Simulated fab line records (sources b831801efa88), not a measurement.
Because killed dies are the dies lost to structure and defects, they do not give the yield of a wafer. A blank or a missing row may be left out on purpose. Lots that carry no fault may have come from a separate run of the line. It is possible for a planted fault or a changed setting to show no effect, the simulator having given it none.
Which tool was responsible? / flow gf180mcu / 40 wafers from 14 lots sampled at 5 of the route's 602 steps

## WHAT THE GAUGES SHOWED, per wafer
GF_VT_IMPLANT_TW_MEAS_10.
lot=L615; measured=day 5 14:40; on=film-metro-04; VT_IMPLANT_TW=557 554
lot=L616; measured=day 5 21:55; on=film-metro-04; VT_IMPLANT_TW=554 555 554
lot=L618; measured=day 6 09:43; on=film-metro-01; VT_IMPLANT_TW=560 559 555
lot=L620; measured=day 6 22:43; on=film-metro-03; VT_IMPLANT_TW=554 553 555
lot=L622; measured=day 7 11:34; on=film-metro-03; VT_IMPLANT_TW=555 558 556
lot=L623; measured=day 7 16:25; on=film-metro-04; VT_IMPLANT_TW=564 560 560
lot=L625; measured=day 8 05:49; on=film-metro-04; VT_IMPLANT_TW=559 559 561
lot=L627; measured=day 8 18:48; on=film-metro-04; VT_IMPLANT_TW=30 30 30
lot=L628; measured=day 8 22:19; on=film-metro-04; VT_IMPLANT_TW=30 30 30
lot=L632; measured=day 9 23:17; on=film-metro-03; VT_IMPLANT_TW=558 549 554
lot=L634; measured=day 10 12:24; on=film-metro-03; VT_IMPLANT_TW=553 551 552
lot=L635; measured=day 10 18:18; on=film-metro-01; VT_IMPLANT_TW=558 559
lot=L636; measured=day 11 00:26; on=film-metro-01; VT_IMPLANT_TW=556 556 555
lot=L638; measured=day 11 13:37; on=film-metro-01; VT_IMPLANT_TW=554 561 557

GF_VT_IMPLANT_RS_MEAS_49: measures by four-point-probe.
lot=L615; measured=day 7 14:16; on=film-metro-03; MVPSD_RS (ohm/sq)=1173.2 1170.9
lot=L616; measured=day 7 20:27; on=film-metro-02; MVPSD_RS (ohm/sq)=1164.6 1163.1 1166.5
lot=L618; measured=day 8 10:12; on=film-metro-03; MVPSD_RS (ohm/sq)=1167.8 1169.0 1168.6
lot=L620; measured=day 8 23:28; on=film-metro-01; MVPSD_RS (ohm/sq)=1167.8 1168.0 1166.4
lot=L622; measured=day 9 14:07; on=film-metro-03; MVPSD_RS (ohm/sq)=1163.8 1170.0 1166.4
lot=L623; measured=day 9 17:51; on=film-metro-03; MVPSD_RS (ohm/sq)=1166.7 1168.2 1170.9
lot=L625; measured=day 10 10:09; on=film-metro-03; MVPSD_RS (ohm/sq)=1169.5 1168.1 1170.4
lot=L627; measured=day 10 23:22; on=film-metro-02; MVPSD_RS (ohm/sq)=1167.5 1167.9 1166.2
lot=L628; measured=day 11 04:35; on=film-metro-03; MVPSD_RS (ohm/sq)=1173.8 1173.5 1169.7
lot=L632; measured=day 12 07:55; on=film-metro-02; MVPSD_RS (ohm/sq)=1167.7 1166.5 1166.4
lot=L634; measured=day 12 21:29; on=film-metro-03; MVPSD_RS (ohm/sq)=1167.7 1167.5 1165.5
lot=L635; measured=day 13 04:01; on=film-metro-03; MVPSD_RS (ohm/sq)=1172.5 1170.9
lot=L636; measured=day 13 09:49; on=film-metro-02; MVPSD_RS (ohm/sq)=1167.6 1167.0 1167.4
lot=L638; measured=day 14 01:01; on=film-metro-01; MVPSD_RS (ohm/sq)=1172.0 1169.3 1167.9

GF_POLY_GATE_CD_MEAS_10 targets a cd of 280 nm.
lot=L615; measured=day 9 07:01; on=cd-sem-02; cd-nm (nm)=280.3 280.0
lot=L616; measured=day 9 13:11; on=cd-sem-02; cd-nm (nm)=280.3 278.1 279.1
lot=L618; measured=day 10 00:53; on=cd-sem-02; cd-nm (nm)=280.7 280.1 280.4
lot=L620; measured=day 10 17:07; on=cd-sem-02; cd-nm (nm)=278.8 278.5 278.3
lot=L622; measured=day 11 08:49; on=cd-sem-01; cd-nm (nm)=279.9 280.6 280.1
lot=L623; measured=day 11 10:41; on=cd-sem-02; cd-nm (nm)=280.1 280.9 280.5
lot=L625; measured=day 12 06:20; on=cd-sem-01; cd-nm (nm)=279.5 281.0 280.5
lot=L627; measured=day 12 20:46; on=cd-sem-01; cd-nm (nm)=282.2 281.4 281.4
lot=L628; measured=day 13 00:56; on=cd-sem-01; cd-nm (nm)=280.0 280.2 279.2
lot=L632; measured=day 14 07:01; on=cd-sem-01; cd-nm (nm)=280.5 279.5 279.6
lot=L634; measured=day 14 20:55; on=cd-sem-02; cd-nm (nm)=281.0 280.8 281.4
lot=L635; measured=day 15 03:55; on=cd-sem-02; cd-nm (nm)=280.2 279.3
lot=L636; measured=day 15 08:54; on=cd-sem-02; cd-nm (nm)=280.0 279.6 280.3
lot=L638; measured=day 16 01:21; on=cd-sem-01; cd-nm (nm)=281.0 280.5 281.8

## WHAT TOOL EACH LOT RAN ON (gives the tool, then ch and the chambers of the sampled wafers, and finally the start)
lot=L615; GF_MVPSD_STRIP_10=plasma-asher-02 ch 0,1, day 5 00:21; GF_VT_IMPLANT_STRIP_09=plasma-asher-04 ch 1, day 5 14:34
lot=L616; GF_MVPSD_STRIP_10=plasma-asher-03 ch 0,1, day 5 07:03; GF_VT_IMPLANT_STRIP_09=plasma-asher-04 ch 0,1, day 5 21:48
lot=L618; GF_MVPSD_STRIP_10=plasma-asher-02 ch 0,1, day 5 18:54; GF_VT_IMPLANT_STRIP_09=plasma-asher-02 ch 0,1, day 6 09:36
lot=L620; GF_MVPSD_STRIP_10=plasma-asher-02 ch 0,1, day 6 06:55; GF_VT_IMPLANT_STRIP_09=plasma-asher-04 ch 1, day 6 22:37
lot=L622; GF_MVPSD_STRIP_10=plasma-asher-02 ch 0,1, day 6 19:35; GF_VT_IMPLANT_STRIP_09=plasma-asher-04 ch 0,1, day 7 11:28
lot=L623; GF_MVPSD_STRIP_10=plasma-asher-01 ch 0,1, day 7 00:33; GF_VT_IMPLANT_STRIP_09=plasma-asher-03 ch 0,1, day 7 16:18
lot=L625; GF_MVPSD_STRIP_10=plasma-asher-03 ch 0,1, day 7 14:29; GF_VT_IMPLANT_STRIP_09=plasma-asher-02 ch 0,1, day 8 05:43
lot=L627; GF_MVPSD_STRIP_10=plasma-asher-01 ch 0,1, day 8 02:35; GF_VT_IMPLANT_STRIP_09=plasma-asher-02 ch 0,1, day 8 18:42
lot=L628; GF_MVPSD_STRIP_10=plasma-asher-03 ch 0,1, day 8 05:50; GF_VT_IMPLANT_STRIP_09=plasma-asher-02 ch 0,1, day 8 22:12
lot=L632; GF_MVPSD_STRIP_10=plasma-asher-03 ch 0,1, day 9 06:13; GF_VT_IMPLANT_STRIP_09=plasma-asher-04 ch 0,1, day 9 23:00
lot=L634; GF_MVPSD_STRIP_10=plasma-asher-01 ch 0, day 9 18:43; GF_VT_IMPLANT_STRIP_09=plasma-asher-04 ch 0,1, day 10 12:18
lot=L635; GF_MVPSD_STRIP_10=plasma-asher-03 ch 1, day 9 23:12; GF_VT_IMPLANT_STRIP_09=plasma-asher-04 ch 0, day 10 18:12
lot=L636; GF_MVPSD_STRIP_10=plasma-asher-03 ch 0,1, day 10 05:32; GF_VT_IMPLANT_STRIP_09=plasma-asher-02 ch 0,1, day 11 00:21
lot=L638; GF_MVPSD_STRIP_10=plasma-asher-02 ch 0,1, day 10 18:23; GF_VT_IMPLANT_STRIP_09=plasma-asher-03 ch 0,1, day 11 13:32
- GF_MVPSD_STRIP_10: strips in O2/N2.
- GF_VT_IMPLANT_STRIP_09: strips in O2/N2.

## WHAT THE TOOLS THEMSELVES READ (means of the sampled wafers that have a number; where no wafer has one, the mark that the record gives instead)
GF_MVPSD_STRIP_10.
lot=L615; tool=plasma-asher-02; chamber-pressure-mTorr (mTorr)=1499.1; drypump-motor-current-A (A)=6.0; heater-power-w (W)=353; oes-product-au (a.u.)=0.720; strip-time-to-endpoint-s (s)=37.11
lot=L616; tool=plasma-asher-03; chamber-pressure-mTorr (mTorr)=1499.7; drypump-motor-current-A (A)=5.8; heater-power-w (W)=374; oes-product-au (a.u.)=0.726; strip-time-to-endpoint-s (s)=37.02
lot=L618; tool=plasma-asher-02; chamber-pressure-mTorr (mTorr)=1498.0; drypump-motor-current-A (A)=5.9; heater-power-w (W)=352; oes-product-au (a.u.)=0.719; strip-time-to-endpoint-s (s)=36.89
lot=L620; tool=plasma-asher-02; chamber-pressure-mTorr (mTorr)=1499.8; drypump-motor-current-A (A)=6.1; heater-power-w (W)=353; oes-product-au (a.u.)=0.726; strip-time-to-endpoint-s (s)=36.88
lot=L622; tool=plasma-asher-02; chamber-pressure-mTorr (mTorr)=1501.8; drypump-motor-current-A (A)=5.9; heater-power-w (W)=350; oes-product-au (a.u.)=0.723; strip-time-to-endpoint-s (s)=37.14
lot=L623; tool=plasma-asher-01; chamber-pressure-mTorr (mTorr)=1500.6; drypump-motor-current-A (A)=6.3; heater-power-w (W)=310; oes-product-au (a.u.)=0.721; strip-time-to-endpoint-s (s)=37.02
lot=L625; tool=plasma-asher-03; chamber-pressure-mTorr (mTorr)=1500.3; drypump-motor-current-A (A)=5.6; heater-power-w (W)=315; oes-product-au (a.u.)=0.723; strip-time-to-endpoint-s (s)=37.15
lot=L627; tool=plasma-asher-01; chamber-pressure-mTorr (mTorr)=-; drypump-motor-current-A (A)=-; heater-power-w (W)=-; oes-product-au (a.u.)=-; strip-time-to-endpoint-s (s)=-
lot=L628; tool=plasma-asher-03; chamber-pressure-mTorr (mTorr)=-; drypump-motor-current-A (A)=-; heater-power-w (W)=-; oes-product-au (a.u.)=-; strip-time-to-endpoint-s (s)=-
lot=L632; tool=plasma-asher-03; chamber-pressure-mTorr (mTorr)=1499.2; drypump-motor-current-A (A)=5.8; heater-power-w (W)=369; oes-product-au (a.u.)=0.725; strip-time-to-endpoint-s (s)=36.91
lot=L634; tool=plasma-asher-01; chamber-pressure-mTorr (mTorr)=1501.4; drypump-motor-current-A (A)=5.8; heater-power-w (W)=304; oes-product-au (a.u.)=0.724; strip-time-to-endpoint-s (s)=37.03
lot=L635; tool=plasma-asher-03; chamber-pressure-mTorr (mTorr)=1499.8; drypump-motor-current-A (A)=5.4; heater-power-w (W)=258; oes-product-au (a.u.)=0.720; strip-time-to-endpoint-s (s)=36.98
lot=L636; tool=plasma-asher-03; chamber-pressure-mTorr (mTorr)=1500.6; drypump-motor-current-A (A)=5.6; heater-power-w (W)=312; oes-product-au (a.u.)=0.724; strip-time-to-endpoint-s (s)=36.96
lot=L638; tool=plasma-asher-02; chamber-pressure-mTorr (mTorr)=1500.8; drypump-motor-current-A (A)=6.1; heater-power-w (W)=350; oes-product-au (a.u.)=0.726; strip-time-to-endpoint-s (s)=36.98

GF_VT_IMPLANT_STRIP_09.
lot=L615; tool=plasma-asher-04; chamber-pressure-mTorr (mTorr)=1499.4; drypump-motor-current-A (A)=5.2; heater-power-w (W)=284; oes-product-au (a.u.)=0.717; strip-time-to-endpoint-s (s)=12.59
lot=L616; tool=plasma-asher-04; chamber-pressure-mTorr (mTorr)=1500.0; drypump-motor-current-A (A)=5.4; heater-power-w (W)=317; oes-product-au (a.u.)=0.716; strip-time-to-endpoint-s (s)=12.61
lot=L618; tool=plasma-asher-02; chamber-pressure-mTorr (mTorr)=1500.7; drypump-motor-current-A (A)=5.9; heater-power-w (W)=353; oes-product-au (a.u.)=0.717; strip-time-to-endpoint-s (s)=12.61
lot=L620; tool=plasma-asher-04; chamber-pressure-mTorr (mTorr)=1500.2; drypump-motor-current-A (A)=5.3; heater-power-w (W)=277; oes-product-au (a.u.)=0.719; strip-time-to-endpoint-s (s)=12.63
lot=L622; tool=plasma-asher-04; chamber-pressure-mTorr (mTorr)=1498.5; drypump-motor-current-A (A)=5.3; heater-power-w (W)=293; oes-product-au (a.u.)=0.715; strip-time-to-endpoint-s (s)=12.58
lot=L623; tool=plasma-asher-03; chamber-pressure-mTorr (mTorr)=1499.8; drypump-motor-current-A (A)=5.6; heater-power-w (W)=314; oes-product-au (a.u.)=0.715; strip-time-to-endpoint-s (s)=12.61
lot=L625; tool=plasma-asher-02; chamber-pressure-mTorr (mTorr)=1500.8; drypump-motor-current-A (A)=6.1; heater-power-w (W)=352; oes-product-au (a.u.)=0.716; strip-time-to-endpoint-s (s)=12.52
lot=L627; tool=plasma-asher-02; chamber-pressure-mTorr (mTorr)=1500.8; drypump-motor-current-A (A)=5.9; heater-power-w (W)=348; oes-product-au (a.u.)=0.730; strip-time-to-endpoint-s (s)=57.32
lot=L628; tool=plasma-asher-02; chamber-pressure-mTorr (mTorr)=1500.0; drypump-motor-current-A (A)=5.9; heater-power-w (W)=360; oes-product-au (a.u.)=0.728; strip-time-to-endpoint-s (s)=57.48
lot=L632; tool=plasma-asher-04; chamber-pressure-mTorr (mTorr)=1499.8; drypump-motor-current-A (A)=5.4; heater-power-w (W)=299; oes-product-au (a.u.)=0.716; strip-time-to-endpoint-s (s)=12.59
lot=L634; tool=plasma-asher-04; chamber-pressure-mTorr (mTorr)=1500.7; drypump-motor-current-A (A)=5.4; heater-power-w (W)=295; oes-product-au (a.u.)=0.723; strip-time-to-endpoint-s (s)=12.61
lot=L635; tool=plasma-asher-04; chamber-pressure-mTorr (mTorr)=1500.3; drypump-motor-current-A (A)=5.5; heater-power-w (W)=326; oes-product-au (a.u.)=0.717; strip-time-to-endpoint-s (s)=12.57
lot=L636; tool=plasma-asher-02; chamber-pressure-mTorr (mTorr)=1499.6; drypump-motor-current-A (A)=5.9; heater-power-w (W)=352; oes-product-au (a.u.)=0.723; strip-time-to-endpoint-s (s)=12.62
lot=L638; tool=plasma-asher-03; chamber-pressure-mTorr (mTorr)=1500.5; drypump-motor-current-A (A)=5.8; heater-power-w (W)=372; oes-product-au (a.u.)=0.714; strip-time-to-endpoint-s (s)=12.70

## THE ANSWER, worked out from the rows above alone
Rule: the lots themselves supply what counts as usual. The widest of any qualifying gaps counts: lots, ordered by their means at a reading, are off when they make up no more than a third of the lots, leave a main group of 4 or more, and stand apart from it by 3 or more times the standard deviation of that group's means. A main group whose means are all the same, to the digits that the tables above print for the reading, isn't used. Also off: a lot with no number at a reading for which 4 or more lots have one. The other lots that the step has rows for count as sound. First the gauges in route order, then the tools' own readings, where a lot's mean is used as printed above. The first step at which some lot is off is used, and at that step the reading that is off furthest; a lot without a number counts as furthest.
Off: L627, L628, seen at GF_VT_IMPLANT_TW_MEAS_10 (VT_IMPLANT_TW). Mean 556 and standard deviation 2.6 in the main group.
If a tool, at a process step before that reading, ran all the lots that are off and no sound lot after the first of them, it fits. Not tried: the gauges at GF_VT_IMPLANT_TW_MEAS_10; whatever is off there is also off at GF_MVPSD_STRIP_10, on other tools, and gauge error can't account for it. Of those tried, none fits.

## WHAT HAD BEEN PUT IN BY THE SIMULATOR
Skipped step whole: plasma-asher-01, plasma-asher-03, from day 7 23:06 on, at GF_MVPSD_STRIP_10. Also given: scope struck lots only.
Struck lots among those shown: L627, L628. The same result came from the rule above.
